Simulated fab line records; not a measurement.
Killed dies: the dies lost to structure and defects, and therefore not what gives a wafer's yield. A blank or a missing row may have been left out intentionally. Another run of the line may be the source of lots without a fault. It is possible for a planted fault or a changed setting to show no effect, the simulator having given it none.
A struck lot beside a sound one    flow gf180mcu    15 steps out of a route of 602
Sound: the wafers L317.2, L317.5, L317.6. Wafers struck: L322.1, L322.3, L322.6. Last of all comes the cause.
For every step that has rows: the tool of each side, followed by ch and its chambers, followed by its first start. Under that, the readings that differ: sound wafers    struck wafers    difference of the means    sigmas: that difference in standard deviations of wafers without a fault.
alike: readings with means less than 2 such deviations apart, plus words and numbers identical on both sides. not compared: withheld readings, readings lacking a value on some wafer, bounds such as >300 that could conceal the same value, and numbers that have no deviation in the record and whose values overlap.
The two part at a step that has a row with sigmas, a row that says differs or no value, or rows on one side only. When numbers do not overlap yet have no deviation, they are printed without sigmas and do not part them. A reading missing from all wafers of one side parts the sides only when that side holds two or more wafers.

first, 3 steps without rows for these wafers: GF_V5_EXPOSE_11 (exposes mask Via5, target cd 260 nm); GF_V5_PEB_12 (peb time 90 s); GF_V5_DEVELOP_13 (develop time 60 s).
GF_V5_CD_MEAS_14 targets a cd of 260 nm.
  sound: cd_sem-01 at day 28 00:17; struck: cd_sem-01 at day 29 14:33
  alike: cd_nm
GF_V5_OVL_MEAS_15:
  sound: overlay-01 at day 28 00:23; struck: overlay-02 at day 29 14:40
  alike: V5_OVL
GF_V5_ETCH_16: etches BARC in N2/H2.
  sound on rie_diel-04 ch 0,2, day 28 00:25; struck on rie_diel-02 ch 0,1,3, day 29 14:42
  alike: chamber_pressure_mTorr, drypump_motor_current_A, n2_flow_sccm, oes_product_au, throttle_valve_pct
GF_V5_ETCH_17: etches SiO2 in C4F8/O2/Ar, stops on TiN, target depth 855 nm.
  sound on rie_diel-04 ch 0,2; struck on rie_diel-02 ch 0,1,3
  alike: chamber_pressure_mTorr, oes_product_au
GF_V5_STRIP_18: strips in O2/N2.
  sound on plasma_asher-01 ch 0,1, day 28 00:34; struck on plasma_asher-04 ch 0,1, day 29 14:52
  alike: chamber_pressure_mTorr, drypump_motor_current_A, heater_power_w, n2_flow_sccm, o2_flow_sccm, oes_product_au
  not compared: rf_hours_counter_h
then, 2 steps without rows for these wafers: GF_V5_STRIP_19 (strips in post etch residue remover, time 1200 s); GF_V5_CLEAN_20 (cleans in DIW).
GF_V5_SPUTTER_21: material Ti, target thk 15 nm, time 80.02 s.
  sound: pvd_sputter-04 at day 28 01:08; struck: pvd_sputter-04 at day 29 15:23
  alike: throttle_valve_pct
GF_V5_SPUTTER_22: material TiN, target thk 10 nm, time 40 s.
  sound: pvd_sputter-04 at day 28 01:11; struck: pvd_sputter-04 at day 29 15:27
  alike: throttle_valve_pct
GF_V5_CVD_23: deposits W, target thk 350 nm, time 104.9 s.
  sound on cvd_w-01 ch 0,1, day 28 01:14; struck on cvd_w-02 ch 0,1, day 29 15:29
reading                           sound              struck             difference  sigmas
chamber_pressure_Torr (Torr)      39.99 39.89 39.98  13.86 13.88 13.85  -26.09      -99 or more
model.W_of_V5_CVD_23.thk_nm (nm)  345.5 347.8 343.7  201.4 206.2 208.8  -140.2      
  alike: heater_power_w
GF_V5_RS_MEAS_24: measurement is done with a four-point probe.
  sound: film_metro-03 at day 28 01:22; struck: film_metro-04 at day 29 15:53
reading           sound              struck             difference  sigmas
V5_W_RS (ohm/sq)  0.332 0.330 0.333  0.572 0.560 0.553  +0.230      +72
  not compared: hold
GF_PASSIVATION_PROBE_99:
  rows exist in the record for the sound wafers here (prober-02, day 29 20:14), none for the struck ones

## WHERE THEY PART
At GF_V5_CVD_23 first; at GF_PASSIVATION_PROBE_99 last (within this record only).

WHY: the cause the simulator had injected
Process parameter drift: cvd_w-02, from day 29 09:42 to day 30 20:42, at GF_V5_CVD_23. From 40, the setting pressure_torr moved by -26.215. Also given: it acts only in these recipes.
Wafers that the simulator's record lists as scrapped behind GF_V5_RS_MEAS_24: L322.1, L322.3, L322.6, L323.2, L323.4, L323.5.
